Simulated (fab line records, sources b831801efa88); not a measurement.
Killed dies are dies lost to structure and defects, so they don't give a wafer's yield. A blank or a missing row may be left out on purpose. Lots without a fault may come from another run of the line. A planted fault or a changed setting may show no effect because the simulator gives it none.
Chamber matching | flow gf180mcu | GF_V2_ETCH_16 on rie_diel-01: 4 sister chambers
The step etches BARC in N2/H2. 16 wafers are shown with their chamber, then 8 later ones without.

WAFERS WITH THEIR CHAMBER
wafer  | chamber | drypump_motor_current_A (A) | oes_product_au (a.u.) | throttle_valve_pct (%)
L075.1 | 0       | 5.8                         | 0.851                 | 13.210
L075.5 | 2       | 6.0                         | 0.859                 | 13.219
L075.6 | 3       | 5.6                         | 0.859                 | 13.237
L076.1 | 1       | 5.8                         | 0.853                 | 13.246
L076.3 | 2       | 6.0                         | 0.857                 | 13.219
L076.6 | 2       | 6.0                         | 0.852                 | 13.195
L087.1 | 3       | 5.6                         | 0.857                 | 13.217
L087.2 | 2       | 6.0                         | 0.859                 | 13.235
L087.3 | 0       | 5.8                         | 0.856                 | 13.214
L087.4 | 1       | 5.9                         | 0.866                 | 13.221
L087.5 | 1       | 5.9                         | 0.854                 | 13.239
L087.6 | 0       | 5.8                         | 0.847                 | 13.228
L089.2 | 1       | 5.9                         | 0.861                 | 13.238
L089.3 | 0       | 5.8                         | 0.853                 | 13.237
L089.4 | 3       | 5.6                         | 0.853                 | 13.215
L091.1 | 2       | 6.0                         | 0.855                 | 13.209

SIGNATURES (means of the wafers above)
reading                 | chamber 0 | chamber 1 | chamber 2 | chamber 3 | scatter within a chamber
drypump_motor_current_A | 5.800     | 5.875     | 6.000     | 5.600     | 0.025
oes_product_au          | 0.85175   | 0.85850   | 0.85640   | 0.85633   | 0.00418
throttle_valve_pct      | 13.22225  | 13.23600  | 13.21540  | 13.22300  | 0.0128
Rule: a wafer's distance from a chamber is the root of the sum, over the readings, of the square of ((its reading less the chamber's mean) divided by the reading's scatter). The wafer belongs to the nearest chamber; if the next one is less than 2 further off, it can't be placed. The scatter: the root of (the sum of the squares of (reading less its chamber's mean) over the shown wafers, divided by (wafers less chambers)).

WAFERS WITHOUT THEIR CHAMBER
wafer  | drypump_motor_current_A (A) | oes_product_au (a.u.) | throttle_valve_pct (%)
L091.5 | 5.7                         | 0.856                 | 13.236
L091.6 | 6.0                         | 0.855                 | 13.209
L094.1 | 6.0                         | 0.854                 | 13.214
L094.5 | 5.6                         | 0.852                 | 13.218
L094.6 | 6.0                         | 0.855                 | 13.236
L096.1 | 5.7                         | 0.850                 | 13.234
L096.5 | 5.8                         | 0.856                 | 13.209
L096.6 | 5.6                         | 0.859                 | 13.238

WHICH CHAMBER EACH WENT THROUGH
wafer  | from the rows above     | in truth
L091.5 | can't be placed: 3 or 0 | 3
L091.6 | 2                       | 2
L094.1 | 2                       | 2
L094.5 | 3                       | 3
L094.6 | 2                       | 2
L096.1 | can't be placed: 0 or 3 | 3
L096.5 | 0                       | 0
L096.6 | 3                       | 3
Placed correctly: 6 of 8. Can't be placed from these rows: 2 (the true chamber is among the candidates in 2). Placed wrongly: 0.
